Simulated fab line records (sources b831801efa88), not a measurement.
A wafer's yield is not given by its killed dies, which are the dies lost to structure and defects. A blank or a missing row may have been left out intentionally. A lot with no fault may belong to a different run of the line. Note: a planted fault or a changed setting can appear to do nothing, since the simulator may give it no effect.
fab line records -- flow sky130
[record] lots = 14, wafers = 41, last-day = 51
route steps=708 shown POLY_GATE@231 LI_CONTACT@365 METAL1@451 METAL4@634
lots with no fault: from the same line, run without faults
start-h: start of the lot's first displayed wafer, in hours after the record's first day -- wait-h: hours since the lot's step before -- " identical to the entry in the row above -- L1.1+2: a row that stands for several wafers -- - either no value or no given start -- * or withheld: withheld -- < > ~ a bound
route shown NAME@n: NAME is a module with steps in the file, n the number in the route of the first one -- usual: average and standard deviation across the fault-free wafers -- same: alike in all rows -- chamber/n: place in a boat -- sites: each site's reading -- _std_site: the values' standard deviation -- _edge_site: outer sites' mean less inner sites' -- radius-mm: for every site, how far away it sits from the centre of the wafer -- mask NAME#n: copy n -- behind: tool/chamber where the wafer was last shaped -- hold: cause of the lot's hold/its duration in hours/its outcome -- device: names the non-switching transistor (n, p or np) -- end of line: at the end of the route, the tests of the same wafers -- where a step has no rows: the recipe by itself -- killed: dies that structure and defects cost at the first sort, which is not the same as the wafer's yield -- map: a wafer's dies, x killed, . not, _ none there
set.NAME: setting as actually run; set.NAME@STEP: the setting as run at that earlier step -- model.NAME: the simulator's own value behind a step, which no gauge read
steps of the route over a sample of lots; a table a step, a row a wafer
services: a tool's chamber out of use, with start hour (start-h, from the record's first day; less than 0 if before it), hours out, and reason
[[steps]]
[step SKY_POLY_GATE_ETCH_17]
[recipe] target-depth-nm = 180, stop-on = SiO2, over-etch-frac = 0.56667, chemistry = HBr/Cl2, target = poly-Si, icp-w = 400, bias-w = 100, pressure-mtorr = 10, HBr_flow_sccm = 150, Cl2_flow_sccm = 50, time-s = 70.5
[usual] chamber-pressure-mTorr = 10.001/0.0089, drypump-motor-current-A = 5.8/0.41, he-backside-leak-sccm = 2.65/0.23, mfc-cl2-sccm = 50.01/0.14, oes-product-au = 0.985/0.0098, run-length-s = 98.9/0.36, throttle-valve-pct = 33.683/0.0083
lot.wafer,tool,chamber,start-h,wait-h,chamber-pressure-mTorr,drypump-motor-current-A,he-backside-leak-sccm,mfc-cl2-sccm,oes-product-au,rf-hours-counter-h,run-length-s,throttle-valve-pct
L791.1,rie-si-01,3,376.57,0.0,10.002,5.7,2.27,50.08,0.992,62,99.4,33.678
L791.4,rie-si-01,2,376.57,0.0,10.001,6.0,2.79,50.07,0.965,40,98.5,33.682
L791.5,rie-si-01,2,376.57,0.0,9.979,6.0,2.90,49.91,0.972,-,98.5,33.682
L792.1,rie-si-01,3,382.62,0.0,10.004,5.7,2.43,50.01,0.980,62,98.9,33.688
L792.3,rie-si-01,0,382.62,0.0,10.005,6.3,2.37,49.71,0.988,1,99.2,33.679
L792.5,rie-si-01,3,382.62,0.0,10.013,5.7,2.43,49.88,0.978,-,99.3,33.668
L793.1,rie-si-01,0,395.78,0.0,10.000,6.2,2.39,50.07,0.985,1,99.2,33.696
L793.2,rie-si-01,2,395.78,0.0,10.000,6.0,2.70,49.91,0.971,40,98.5,33.666
L793.5,rie-si-01,3,395.78,0.0,9.998,5.7,2.70,50.20,0.980,-,99.1,33.694
L794.1,rie-si-02,1,404.77,0.0,9.994,6.3,2.72,50.12,0.988,7,98.3,33.683
L794.3,rie-si-02,2,404.77,0.0,10.009,5.7,2.91,50.31,0.976,4,98.9,33.687
L794.5,rie-si-02,0,404.77,0.0,9.998,4.9,2.72,50.05,0.977,-,98.6,33.667
L795.1,rie-si-02,3,412.32,0.0,9.990,5.6,2.62,50.00,0.987,4,98.6,33.673
L795.3,rie-si-02,1,412.32,0.0,10.000,6.2,2.56,49.97,0.984,7,99.3,33.681
L795.4,rie-si-02,0,412.32,0.0,10.005,4.9,2.64,49.99,0.978,3,98.9,33.691
L796.2,rie-si-01,3,421.47,0.0,10.013,5.7,2.37,50.02,0.978,62,98.9,33.699
L796.3,rie-si-01,0,421.47,0.0,10.011,6.2,2.29,49.74,0.983,2,99.8,33.681
L796.4,rie-si-01,1,421.47,0.0,10.002,5.4,3.01,50.09,0.963,3,98.6,33.681
L797.2,rie-si-02,1,430.97,0.0,9.994,6.2,2.54,49.97,0.988,7,98.7,33.681
L797.3,rie-si-02,0,430.97,0.0,10.000,4.9,2.58,49.98,0.984,3,98.5,33.686
L797.6,rie-si-02,0,430.97,0.0,10.016,4.9,2.65,50.23,0.990,-,98.7,33.692
L798.2,rie-si-01,3,443.28,0.0,10.005,5.7,2.67,50.11,0.983,62,99.2,33.664
L798.3,rie-si-01,2,443.28,0.0,9.994,6.0,2.72,49.74,0.977,41,98.6,33.690
L798.4,rie-si-01,0,443.28,0.0,9.998,6.2,2.32,50.04,0.980,2,99.2,33.673
L799.1,rie-si-02,1,446.93,0.0,10.005,6.2,2.73,50.10,0.994,7,98.5,33.685
L799.4,rie-si-02,2,446.93,0.0,10.012,5.7,3.00,50.17,0.982,5,99.4,33.666
L799.6,rie-si-02,0,446.93,0.0,10.001,4.9,2.55,50.29,0.995,-,98.5,33.698
L800.2,rie-si-01,1,454.42,0.0,9.997,5.5,3.00,50.09,0.978,3,99.1,33.696
L800.3,rie-si-01,2,454.42,0.0,9.996,6.0,2.75,49.93,0.996,41,98.5,33.682
L800.5,rie-si-01,3,454.42,0.0,9.996,5.7,2.54,49.81,0.983,-,98.9,33.694
L803.1,rie-si-01,1,485.63,0.0,10.003,5.5,2.94,49.90,0.973,3,99.2,33.687
L803.3,rie-si-01,2,485.63,0.0,9.991,6.0,2.72,50.08,0.974,41,98.7,33.685
L803.5,rie-si-01,0,485.63,0.0,9.991,6.2,2.35,49.98,0.981,-,99.4,33.683
L804.2,rie-si-02,3,489.38,0.0,9.994,5.7,2.56,49.93,1.001,5,98.3,33.685
L804.3,rie-si-02,2,489.38,0.0,10.012,5.7,3.03,50.03,0.984,5,99.3,33.688
L804.6,rie-si-02,1,489.38,0.0,10.014,6.2,2.60,49.90,0.992,-,98.6,33.680
L810.2,rie-si-02,3,541.03,0.0,9.986,5.6,2.78,50.28,0.992,5,98.5,33.682
L810.6,rie-si-02,2,541.03,0.0,9.991,5.8,2.96,50.14,0.990,-,98.9,33.686
L813.1,rie-si-01,3,587.13,0.0,10.002,5.7,2.32,50.18,0.971,0,99.5,33.698
L813.3,rie-si-01,1,587.13,0.0,10.002,5.5,2.96,50.10,0.962,3,98.6,33.690
L813.6,rie-si-01,1,587.13,0.0,10.008,5.5,3.05,49.82,0.967,-,98.7,33.685
[step SKY_LI_CONTACT_BOW_MEAS_03]
[recipe] mode = bow
[usual] LI_CONTACT_BOW = 55/6.3
lot.wafer,tool,chamber,start-h,wait-h,LI_CONTACT_BOW[um]
L791.1,film-metro-01,-,652.75,0.1,48
L791.4,film-metro-01,-,652.75,0.1,59
L791.5,film-metro-01,-,652.75,0.1,50
L792.1,film-metro-01,-,658.68,0.2,58
L792.3,film-metro-01,-,658.68,0.2,47
L792.5,film-metro-01,-,658.68,0.2,46
L793.1,film-metro-03,-,672.03,0.1,62
L793.2,film-metro-03,-,672.03,0.1,50
L793.5,film-metro-03,-,672.03,0.1,41
L794.1,film-metro-01,-,678.93,0.2,55
L794.3,film-metro-01,-,678.93,0.2,50
L794.5,film-metro-01,-,678.93,0.2,46
L795.1,film-metro-03,-,689.18,0.1,56
L795.3,film-metro-03,-,689.18,0.1,54
L795.4,film-metro-03,-,689.18,0.1,61
L796.2,film-metro-03,-,696.14,0.2,66
L796.3,film-metro-03,-,696.14,0.2,46
L796.4,film-metro-03,-,696.14,0.2,60
L797.2,film-metro-03,-,708.13,0.2,47
L797.3,film-metro-03,-,708.13,0.2,52
L797.6,film-metro-03,-,708.13,0.2,45
L798.2,film-metro-02,-,714.13,0.2,63
L798.3,film-metro-02,-,714.13,0.2,39
L798.4,film-metro-02,-,714.13,0.2,65
L799.1,film-metro-03,-,716.99,0.1,63
L799.4,film-metro-03,-,716.99,0.1,57
L799.6,film-metro-03,-,716.99,0.1,53
L800.2,film-metro-01,-,727.18,0.1,48
L800.3,film-metro-01,-,727.18,0.1,51
L800.5,film-metro-01,-,727.18,0.1,50
L803.1,film-metro-03,-,755.04,0.2,54
L803.3,film-metro-03,-,755.04,0.2,60
L803.5,film-metro-03,-,755.04,0.2,57
L804.2,film-metro-01,-,755.30,0.2,54
L804.3,film-metro-01,-,755.30,0.2,50
L804.6,film-metro-01,-,755.30,0.2,56
L810.2,film-metro-02,-,799.49,0.3,49
L810.6,film-metro-02,-,799.49,0.3,59
L813.1,film-metro-03,-,854.17,0.1,52
L813.3,film-metro-03,-,854.17,0.1,57
L813.6,film-metro-03,-,854.17,0.1,60
[step SKY_METAL1_DESCUM_17]
[recipe] chemistry = O2, source-power-w = 150, bias-power-w = 0, pressure-mtorr = 10, temp-c = 40, time-s = 8
[usual] chamber-pressure-mTorr = 10.000/0.0083, drypump-motor-current-A = 5.7/0.35, he-backside-leak-sccm = 3.39/0.16, oes-product-au = 0.991/0.014, temp-c = 40.02/0.11
lot.wafer,tool,chamber,start-h,wait-h,chamber-pressure-mTorr,drypump-motor-current-A,he-backside-leak-sccm,oes-product-au,rf-hours-counter-h,temp-c
L791.1,rie-metal-01,0,766.70,0.0,10.007,5.4,3.33,0.979,4,40.10
L791.4,rie-metal-01,0,766.70,0.0,10.003,5.4,3.30,0.971,-,40.05
L791.5,rie-metal-01,0,766.70,0.0,10.004,5.4,3.31,0.971,-,39.95
L792.1,rie-metal-02,0,775.19,0.0,10.001,5.9,3.48,0.987,9,40.13
L792.3,rie-metal-02,1,775.19,0.0,9.995,6.0,3.34,1.007,-,40.09
L792.5,rie-metal-02,0,775.19,0.0,10.004,5.9,3.58,0.989,-,40.12
L793.1,rie-metal-02,1,785.01,0.0,9.994,6.0,3.22,1.005,17,40.02
L793.2,rie-metal-02,0,785.01,0.0,9.993,5.8,3.35,0.985,9,39.88
L793.5,rie-metal-02,1,785.01,0.0,9.997,6.0,3.21,1.004,-,40.08
L794.1,rie-metal-01,0,793.44,0.0,9.994,5.4,3.43,0.987,5,40.01
L794.3,rie-metal-01,0,793.44,0.0,10.003,5.4,3.47,0.983,-,39.92
L794.5,rie-metal-01,1,793.44,0.0,10.006,5.4,3.52,0.967,-,39.91
L795.1,rie-metal-03,0,803.80,0.0,9.997,6.0,3.53,0.992,5,39.85
L795.3,rie-metal-03,0,803.80,0.0,10.008,6.0,3.61,0.992,-,40.20
L795.4,rie-metal-03,0,803.80,0.0,10.007,6.0,3.52,0.999,-,39.94
L796.2,rie-metal-03,0,809.26,0.0,9.977,6.0,3.55,0.989,-,40.01
L796.3,rie-metal-03,0,809.26,0.0,10.000,6.0,3.55,0.991,-,40.13
L796.4,rie-metal-03,0,809.26,0.0,10.001,6.0,3.59,0.997,-,40.14
L797.2,rie-metal-03,0,820.29,0.0,10.004,6.0,3.52,0.990,6,40.01
L797.3,rie-metal-03,1,820.29,0.0,10.005,4.8,3.50,0.973,-,39.97
L797.6,rie-metal-03,1,820.29,0.0,10.003,4.8,3.24,0.959,-,40.03
L798.2,rie-metal-01,0,828.70,0.0,10.005,5.4,3.37,0.979,7,40.09
L798.3,rie-metal-01,1,828.70,0.0,10.005,5.4,3.48,1.003,-,40.09
L798.4,rie-metal-01,0,828.70,0.0,9.982,5.4,3.32,0.975,-,40.20
L799.1,rie-metal-01,1,830.39,0.0,10.005,5.5,3.30,1.003,1,40.05
L799.4,rie-metal-01,1,830.39,0.0,9.994,5.4,3.40,1.000,-,39.88
L799.6,rie-metal-01,1,830.39,0.0,10.002,5.4,3.44,1.007,-,39.96
L800.2,rie-metal-02,1,837.64,0.0,10.005,6.0,3.31,1.007,0,40.01
L800.3,rie-metal-02,1,837.64,0.0,9.997,6.0,3.26,1.002,-,39.94
L800.5,rie-metal-02,1,837.64,0.0,9.997,6.0,3.30,1.000,-,40.12
L803.1,rie-metal-02,0,864.16,0.0,10.000,5.8,3.29,0.994,13,40.00
L803.3,rie-metal-02,0,864.16,0.0,10.007,5.8,3.38,1.001,-,39.98
L803.5,rie-metal-02,0,864.16,0.0,10.005,5.8,3.21,1.004,-,40.06
L804.2,rie-metal-01,1,865.14,0.0,10.003,5.4,3.41,1.007,2,40.12
L804.3,rie-metal-01,0,865.14,0.0,10.011,5.4,3.40,0.967,-,40.13
L804.6,rie-metal-01,0,865.14,0.0,9.978,5.4,3.32,0.966,-,40.11
L810.2,rie-metal-01,1,909.40,0.0,9.986,5.4,3.53,0.997,3,40.02
L810.6,rie-metal-01,1,909.40,0.0,10.008,5.4,3.40,1.000,-,40.13
L813.1,rie-metal-01,1,959.36,0.0,10.000,5.4,3.52,1.003,6,40.00
L813.3,rie-metal-01,0,959.36,0.0,9.999,5.4,3.32,0.971,-,40.04
L813.6,rie-metal-01,0,959.36,0.0,10.004,5.4,3.29,0.968,-,40.09
[step SKY_METAL4_METAL_ETCH_18]
[recipe] target-depth-a = 8450, stop-on = SiO2, over-etch-frac = 0.3, time-s = 183.1, chemistry = Cl2/BCl3, resist-sidewall-deg = 88, pressure-mtorr = 10, icp-w = 900, bias-w = 48.5, Cl2_flow_sccm = 60, bcl3-flow-sccm = 30
[usual] chamber-pressure-mTorr = 10.000/0.0089, drypump-motor-current-A = 6.0/0.59, he-backside-leak-sccm = 3.39/0.24, mfc-cl2-sccm = 60.01/0.19, oes-product-au = 0.866/0.0066, run-length-s = 211.2/0.49, throttle-valve-pct = 22.265/0.0088
lot.wafer,tool,chamber,start-h,wait-h,chamber-pressure-mTorr,drypump-motor-current-A,he-backside-leak-sccm,mfc-cl2-sccm,oes-product-au,rf-hours-counter-h,run-length-s,throttle-valve-pct
L791.1,rie-metal-04,1,981.56,0.0,10.013,6.2,3.35,60.09,0.872,12,211.9,22.253
L791.4,rie-metal-04,0,981.56,0.0,10.013,6.7,3.33,60.18,0.864,-,211.4,22.263
L791.5,rie-metal-04,1,981.56,0.0,10.002,6.2,3.50,60.10,0.861,-,211.6,22.267
L792.1,rie-metal-03,1,988.00,0.0,9.999,4.8,3.58,59.92,0.871,16,211.5,22.280
L792.3,rie-metal-03,0,988.00,0.0,9.995,6.0,3.45,59.93,0.866,-,210.3,22.250
L792.5,rie-metal-03,0,988.00,0.0,9.981,6.0,3.74,59.79,0.863,-,210.7,22.255
L793.1,rie-metal-03,0,997.74,0.0,10.000,6.0,3.56,59.73,0.852,14,210.3,22.272
L793.2,rie-metal-03,1,997.74,0.0,9.986,4.8,3.69,59.99,0.873,16,211.4,22.265
L793.5,rie-metal-03,1,997.74,0.0,9.994,4.8,3.63,60.06,0.859,-,211.7,22.269
L794.1,rie-metal-04,1,1005.70,0.0,10.014,6.2,3.27,60.27,0.875,14,211.6,22.258
L794.3,rie-metal-04,0,1005.70,0.0,10.000,6.7,3.25,60.07,0.854,-,211.8,22.260
L794.5,rie-metal-04,0,1005.70,0.0,10.015,6.7,3.26,60.24,0.864,-,211.3,22.266
L795.1,rie-metal-02,0,1014.74,0.0,9.990,5.8,3.38,59.92,0.864,2,211.5,22.266
L795.3,rie-metal-02,0,1014.74,0.0,9.998,5.8,3.55,59.99,0.869,-,211.8,22.285
L795.4,rie-metal-02,1,1014.74,0.0,9.997,6.0,3.13,60.09,0.852,-,210.9,22.281
L796.2,rie-metal-04,1,1018.05,0.0,10.011,6.2,3.39,60.29,0.868,15,212.4,22.270
L796.3,rie-metal-04,1,1018.05,0.0,9.991,6.2,3.35,60.04,0.850,-,211.7,22.263
L796.4,rie-metal-04,0,1018.05,0.0,10.015,6.7,3.32,60.23,0.869,-,211.1,22.258
L797.2,rie-metal-03,0,1027.46,0.0,9.990,6.0,3.66,60.01,0.856,16,210.5,22.257
L797.3,rie-metal-03,0,1027.46,0.0,9.993,6.0,3.57,60.25,0.866,-,210.3,22.267
L797.6,rie-metal-03,1,1027.46,0.0,9.994,4.8,3.10,59.70,0.866,-,211.6,22.270
L798.2,rie-metal-04,1,1035.55,0.0,9.992,6.2,3.26,59.92,0.867,16,212.2,22.252
L798.3,rie-metal-04,0,1035.55,0.0,10.011,6.7,3.35,60.51,0.874,-,211.4,22.275
L798.4,rie-metal-04,1,1035.55,0.0,9.990,6.2,3.21,59.90,0.863,-,211.5,22.247
L799.1,rie-metal-04,1,1037.92,0.0,10.005,6.2,3.35,59.90,0.857,16,211.8,22.263
L799.4,rie-metal-04,0,1037.92,0.0,10.006,6.7,3.39,59.96,0.862,-,211.7,22.287
L799.6,rie-metal-04,1,1037.92,0.0,9.996,6.2,3.39,60.15,0.861,-,211.7,22.274
L800.2,rie-metal-02,1,1042.15,0.0,9.996,6.0,3.25,60.05,0.870,11,210.8,22.270
L800.3,rie-metal-02,0,1042.15,0.0,9.999,5.8,3.33,60.02,0.873,-,211.0,22.275
L800.5,rie-metal-02,1,1042.15,0.0,10.000,6.0,3.19,59.80,0.875,-,210.4,22.264
L803.1,rie-metal-02,1,1063.89,0.0,9.996,6.0,3.20,60.23,0.869,13,210.7,22.266
L803.3,rie-metal-02,0,1063.89,0.0,10.001,5.9,3.62,60.37,0.870,-,211.3,22.261
L803.5,rie-metal-02,1,1063.89,0.0,9.999,6.0,3.23,60.27,0.869,-,210.4,22.260
L804.2,rie-metal-04,1,1066.46,0.0,10.012,6.2,3.32,59.75,0.997,18,179.5,22.263
L804.3,rie-metal-04,1,1066.46,0.0,9.999,6.2,3.30,59.90,0.878,-,211.6,22.255
L804.6,rie-metal-04,0,1066.46,0.0,10.001,6.7,3.06,60.03,0.877,-,211.8,22.263
L810.2,rie-metal-04,0,1101.49,0.0,9.997,6.7,3.32,60.11,0.986,12,179.0,22.264
L810.6,rie-metal-04,1,1101.49,0.0,9.992,6.2,3.29,60.20,0.866,-,211.8,22.265
L813.1,rie-metal-03,0,1142.11,0.0,10.002,6.0,3.36,59.89,0.856,25,210.2,22.249
L813.3,rie-metal-03,0,1142.11,0.0,9.999,6.0,3.70,60.02,0.865,-,211.0,22.265
L813.6,rie-metal-03,1,1142.11,0.0,9.995,4.8,3.51,59.96,0.862,-,211.7,22.270
[step SKY_METAL4_STRIP_19]
[recipe] chemistry = O2/N2, power-w = 1400, pressure-mtorr = 1500, platen-temp-c = withheld, o2-flow-sccm = 3000, n2-flow-sccm = 300, overash-fraction = 0.5
[usual] chamber-pressure-mTorr = 1500.0/1.4, drypump-motor-current-A = 5.5/0.39, oes-product-au = 0.504/0.0065, strip-time-to-endpoint-s = 6.57/0.087
lot.wafer,tool,chamber,start-h,wait-h,chamber-pressure-mTorr,drypump-motor-current-A,oes-product-au,rf-hours-counter-h,strip-time-to-endpoint-s
L791.1,plasma-asher-02,0,981.74,0.1,1498.6,6.3,0.490,24,6.39
L791.4,plasma-asher-02,0,981.74,0.1,1499.4,6.3,0.513,-,6.52
L791.5,plasma-asher-02,1,981.74,0.1,1498.2,5.1,0.498,-,6.49
L792.1,plasma-asher-04,0,988.18,0.1,1500.0,5.2,0.518,53,6.81
L792.3,plasma-asher-04,0,988.18,0.1,1498.0,5.2,0.522,-,6.64
L792.5,plasma-asher-04,1,988.18,0.1,1503.1,5.1,0.512,-,6.63
L793.1,plasma-asher-03,0,997.92,0.1,1498.0,5.7,0.507,117,6.47
L793.2,plasma-asher-03,1,997.92,0.1,1501.2,5.6,0.506,117,6.68
L793.5,plasma-asher-03,0,997.92,0.1,1499.8,5.7,0.514,-,6.72
L794.1,plasma-asher-02,0,1005.88,0.1,1499.9,6.3,0.493,26,6.47
L794.3,plasma-asher-02,0,1005.88,0.1,1501.6,6.3,0.503,-,6.63
L794.5,plasma-asher-02,1,1005.88,0.1,1498.9,5.1,0.507,-,6.60
L795.1,plasma-asher-04,1,1014.92,0.1,1501.8,5.1,0.508,56,6.55
L795.3,plasma-asher-04,1,1014.92,0.1,1500.0,5.1,0.506,-,6.51
L795.4,plasma-asher-04,0,1014.92,0.1,1498.3,5.3,0.511,-,6.63
L796.2,plasma-asher-02,1,1018.23,0.1,1498.3,5.1,0.509,28,6.59
L796.3,plasma-asher-02,1,1018.23,0.1,1499.7,5.1,0.496,-,6.60
L796.4,plasma-asher-02,0,1018.23,0.1,1498.6,6.2,0.515,-,6.59
L797.2,plasma-asher-03,0,1027.64,0.1,1500.3,5.7,0.490,120,6.46
L797.3,plasma-asher-03,0,1027.64,0.1,1501.3,5.7,0.501,-,6.49
L797.6,plasma-asher-03,1,1027.64,0.1,1499.6,5.6,0.505,-,6.72
L798.2,plasma-asher-04,1,1035.73,0.1,1500.6,5.1,0.502,58,6.61
L798.3,plasma-asher-04,0,1035.73,0.1,1500.5,5.2,0.502,-,6.53
L798.4,plasma-asher-04,1,1035.73,0.1,1501.0,5.1,0.500,-,6.52
L799.1,plasma-asher-03,0,1038.10,0.1,1497.9,5.7,0.505,121,6.57
L799.4,plasma-asher-03,0,1038.10,0.1,1501.1,5.7,0.499,-,6.51
L799.6,plasma-asher-03,1,1038.10,0.1,1502.4,5.6,0.498,-,6.50
L800.2,plasma-asher-02,1,1042.33,0.1,1502.6,5.1,0.501,30,6.51
L800.3,plasma-asher-02,0,1042.33,0.1,1500.9,6.2,0.498,-,6.42
L800.5,plasma-asher-02,1,1042.33,0.1,1503.8,5.1,0.508,-,6.48
L803.1,plasma-asher-04,0,1064.07,0.1,1499.3,5.2,0.502,61,6.50
L803.3,plasma-asher-04,1,1064.07,0.1,1501.3,5.1,0.490,-,6.41
L803.5,plasma-asher-04,1,1064.07,0.1,1499.7,5.1,0.497,-,6.52
L804.2,plasma-asher-03,0,1066.64,0.1,1499.3,5.7,0.538,0,7.48
L804.3,plasma-asher-03,0,1066.64,0.1,1500.7,5.7,0.499,-,6.55
L804.6,plasma-asher-03,0,1066.64,0.1,1497.3,5.7,0.503,-,6.45
L810.2,plasma-asher-03,1,1101.67,0.1,1498.9,5.6,0.545,4,7.58
L810.6,plasma-asher-03,0,1101.67,0.1,1499.9,5.7,0.509,-,6.65
L813.1,plasma-asher-04,1,1142.29,0.1,1497.8,5.1,0.498,69,6.52
L813.3,plasma-asher-04,0,1142.29,0.1,1497.8,5.2,0.509,-,6.54
L813.6,plasma-asher-04,1,1142.29,0.1,1500.8,5.1,0.505,-,6.63
[[services]]
tool,chamber,start-h,hours,kind
rie-si-01,0,431.10,3.1,repair
rie-metal-04,1,433.21,2.7,repair
rie-metal-03,-,435.92,1.3,repair
rie-metal-02,0,437.57,102.7,repair
rie-metal-04,-,441.07,2.8,pm
rie-metal-03,-,447.17,2.8,pm
rie-metal-02,1,526.45,3.8,repair
rie-metal-02,-,568.89,1.0,repair
rie-metal-02,-,569.92,0.4,repair
rie-metal-02,-,642.06,0.2,repair
rie-si-01,1,643.98,1.6,repair
rie-metal-03,1,657.10,42.3,repair
rie-si-01,0,712.79,0.9,repair
rie-metal-01,-,724.78,1.4,pm
rie-metal-03,1,729.00,14.5,repair
rie-metal-03,1,753.89,61.3,repair
rie-metal-03,0,784.91,6.7,repair
rie-metal-03,0,913.10,4.9,repair
rie-si-01,3,936.46,9.3,repair
rie-si-01,0,1020.10,1.2,repair
rie-si-01,-,1028.16,15.6,pm
rie-si-01,-,1078.13,1.1,repair
rie-metal-02,0,1128.99,1.5,repair
rie-si-01,2,1138.20,6.2,repair
[[key]]
[first-sign] step = SKY_METAL4_METAL_ETCH_18, reading = run-length-s, direction = down, sigmas = 65, usual = *, struck = *
[effect] step = SKY_METAL4_METAL_ETCH_18, reading = oes-product-au, direction = up, sigmas = 19, usual = 0.866, struck = 0.991
[effect] step = SKY_METAL4_STRIP_19, reading = strip-time-to-endpoint-s, direction = up, sigmas = 11, usual = *, struck = *
met-at SKY_METAL4_METAL_ETCH_18
struck-lots L804,L810
struck-wafers L804.2,L810.2
sort-left-out L804.2,L810.2
not-acting-at SKY_POLY_GATE_ETCH_17,SKY_LI_CONTACT_BOW_MEAS_03,SKY_METAL1_DESCUM_17
onset-between 1037.92 1066.46
[fault] kind = process-parameter-drift, tool = rie-metal-04, chamber = -, onset-h = 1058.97, steps = SKY_METAL4_METAL_ETCH_18, channel = time-s, offset = *, shape = step, end-h = 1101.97, scope = struck-wafers-only, acts-in = *, stated = *
// sort-left-out: the simulated sort isn't trusted on such a fault, so these wafers' sort isn't shown, and their yield isn't known
